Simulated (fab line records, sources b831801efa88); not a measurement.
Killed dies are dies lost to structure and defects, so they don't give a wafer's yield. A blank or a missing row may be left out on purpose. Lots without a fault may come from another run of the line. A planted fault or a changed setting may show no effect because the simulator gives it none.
A struck lot beside a sound one | flow sfq_line | 14 steps out of a route of 325
Sound: wafers L994.1, L994.5, L994.6. Struck: wafers L987.1, L987.2, L987.4. The cause comes at the end.
At each step with rows: each side's tool, then ch and its chambers, then its first start. Under that, the readings that differ: sound wafers | struck wafers | difference of the means | sigmas: that difference in standard deviations of wafers without a fault.
alike: readings whose means differ by less than 2 such deviations, and words and numbers that are the same on both sides. not compared: withheld readings, readings that some wafer has no value for, bounds like >300 that may hide the same value, and numbers for which the record gives no deviation and whose values overlap.
The two part at a step that has a row with sigmas, a row that says differs or no value, or rows on one side only. Numbers that don't overlap but have no deviation are shown without sigmas and don't part them. A reading that every wafer of one side lacks parts them only if that side has two wafers or more.

SFQ_TRILAYER_JJ_CE_ETCH_RIE_118: chemistry SF6, target Nb, stops on Al2O3, time 97.7 s, target depth 170 nm.
  sound on rie_metal-03 ch 0,1, day 59 16:16; struck on rie_metal-03 ch 0,1, day 57 12:40
  alike: drypump_motor_current_A, oes_product_au
  not compared: rf_hours_counter_h
then, 1 step without rows for these wafers: SFQ_TRILAYER_JJ_ANODIZE_ANODIZE_119.
SFQ_TRILAYER_JJ_CE_STRIP_STRIP_120: strips in O2.
  sound on rie_metal-02 ch 0,1, day 59 16:52; struck on rie_metal-01 ch 0,1, day 57 13:16
  alike: drypump_motor_current_A, oes_product_au
  not compared: rf_hours_counter_h
then, 7 steps without rows for these wafers: SFQ_TRILAYER_JJ_CE_STRIP_SOLV_CLEAN_121 (cleans in NMP, time 600 s); SFQ_TRILAYER_M5_LITHO_COAT_128 (resist thk 62 nm); SFQ_TRILAYER_M5_LITHO_COAT_123 (resist thk 600 nm); SFQ_TRILAYER_M5_LITHO_SOFTBAKE_127; SFQ_TRILAYER_M5_LITHO_EXPOSE_124 (exposes mask M5, target cd 700 nm); SFQ_TRILAYER_M5_LITHO_PEB_126 (peb time 60 s); SFQ_TRILAYER_M5_LITHO_DEVELOP_125 (time 60 s).
SFQ_M5_OVL_MEAS_932:
  sound on overlay-02, day 59 19:54; struck on overlay-01, day 57 17:23
  alike: M5_OVL
SFQ_TRILAYER_M5_BARC_OPEN_METAL_ETCH_161: etches BARC in O2, target depth 125 nm, time 41.7 s.
  sound on rie_metal-03 ch 0,1, day 59 19:56; struck on rie_metal-02 ch 0,1, day 57 17:34
  alike: drypump_motor_current_A, oes_product_au
  not compared: rf_hours_counter_h
SFQ_TRILAYER_M5_ETCH_METAL_ETCH_126: etches Nb in Cl2/BCl3, stops on SiO2, time 203.2 s, target depth 265 nm.
  sound on rie_metal-03 ch 0,1, day 59 19:59; struck on rie_metal-02 ch 0,1, day 57 17:38
  reading                                             | sound             | struck          | difference | sigmas
  model.KrF_of_TRILAYER_M5_LITHO_COAT_123.thk_nm (nm) | 372.9 370.9 372.1 | 388 396.2 387.5 | +19        |
  alike: drypump_motor_current_A, oes_product_au
  not compared: rf_hours_counter_h, model.M5.feature_depth_nm, model.SiO2_of_TRILAYER_I4_DEP_PECVD_099.thk_nm
SFQ_TRILAYER_M5_STRIP_STRIP_127: strips in O2.
  sound on rie_metal-03 ch 0,1, day 59 20:11; struck on rie_metal-02 ch 0,1, day 57 17:49
  alike: drypump_motor_current_A, oes_product_au
  not compared: rf_hours_counter_h

WHERE THEY PART
Nowhere in this record.

WHY: what the simulator had put in
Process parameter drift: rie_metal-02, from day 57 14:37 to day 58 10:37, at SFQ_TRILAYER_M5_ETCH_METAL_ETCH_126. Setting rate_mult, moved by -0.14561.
